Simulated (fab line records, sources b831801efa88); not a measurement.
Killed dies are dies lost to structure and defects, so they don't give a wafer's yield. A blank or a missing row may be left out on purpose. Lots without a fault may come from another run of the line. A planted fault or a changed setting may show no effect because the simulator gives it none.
Chamber matching | flow gf180mcu | GF_STI_ETCH_14 on rie_si-02: 4 sister chambers
The step etches Si in HBr/Cl2/O2, target depth 360 nm, time 102.9 s. 14 wafers are shown with their chamber, then 7 later ones without.

WAFERS WITH THEIR CHAMBER
wafer  | chamber | drypump_motor_current_A (A) | oes_product_au (a.u.) | he_backside_leak_sccm (sccm)
L173.3 | 0       | 5.9                         | 1.011                 | 2.6
L173.5 | 2       | 6.1                         | 1.001                 | 2.5
L173.6 | 3       | 6.2                         | 1.002                 | 2.3
L177.4 | 3       | 6.2                         | 0.997                 | 2.4
L177.5 | 3       | 6.2                         | 1.005                 | 2.5
L177.6 | 0       | 5.9                         | 1.010                 | 2.6
L183.3 | 0       | 5.9                         | 0.998                 | 2.6
L183.4 | 2       | 6.2                         | 1.000                 | 2.7
L183.5 | 3       | 6.2                         | 0.999                 | 2.4
L185.3 | 1       | 6.0                         | 1.019                 | 2.6
L185.4 | 2       | 6.2                         | 1.010                 | 2.3
L185.5 | 1       | 6.1                         | 1.018                 | 2.6
L186.1 | 2       | 6.2                         | 1.002                 | 2.5
L186.5 | 0       | 5.9                         | 1.010                 | 2.6

SIGNATURES (means of the wafers above)
reading                 | chamber 0 | chamber 1 | chamber 2 | chamber 3 | scatter within a chamber
drypump_motor_current_A | 5.900     | 6.050     | 6.175     | 6.200     | 0.0354
oes_product_au          | 1.00725   | 1.01850   | 1.00325   | 1.00075   | 0.00463
he_backside_leak_sccm   | 2.600     | 2.600     | 2.500     | 2.400     | 0.1
Rule: a wafer's distance from a chamber is the root of the sum, over the readings, of the square of ((its reading less the chamber's mean) divided by the reading's scatter). The wafer belongs to the nearest chamber; if the next one is less than 2 further off, it can't be placed. The scatter: the root of (the sum of the squares of (reading less its chamber's mean) over the shown wafers, divided by (wafers less chambers)).

WAFERS WITHOUT THEIR CHAMBER
wafer  | drypump_motor_current_A (A) | oes_product_au (a.u.) | he_backside_leak_sccm (sccm)
L186.6 | 6.1                         | 1.018                 | 2.6
L187.2 | 6.2                         | 1.004                 | 2.5
L187.4 | 6.2                         | 1.000                 | 2.6
L187.6 | 6.1                         | 1.008                 | 2.5
L188.2 | 6.1                         | 1.007                 | 2.5
L188.3 | 6.2                         | 0.991                 | 2.4
L188.4 | 6.2                         | 1.005                 | 2.7

WHICH CHAMBER EACH WENT THROUGH
wafer  | from the rows above          | in truth
L186.6 | 1                            | 1
L187.2 | can't be placed: 2 or 3      | 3
L187.4 | can't be placed: 2 or 3      | 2
L187.6 | can't be placed: 2 or 1 or 3 | 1
L188.2 | can't be placed: 2 or 1 or 3 | 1
L188.3 | can't be placed: 3 or 2      | 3
L188.4 | can't be placed: 2 or 3      | 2
Placed correctly: 1 of 7. Can't be placed from these rows: 6 (the true chamber is among the candidates in 6). Placed wrongly: 0.
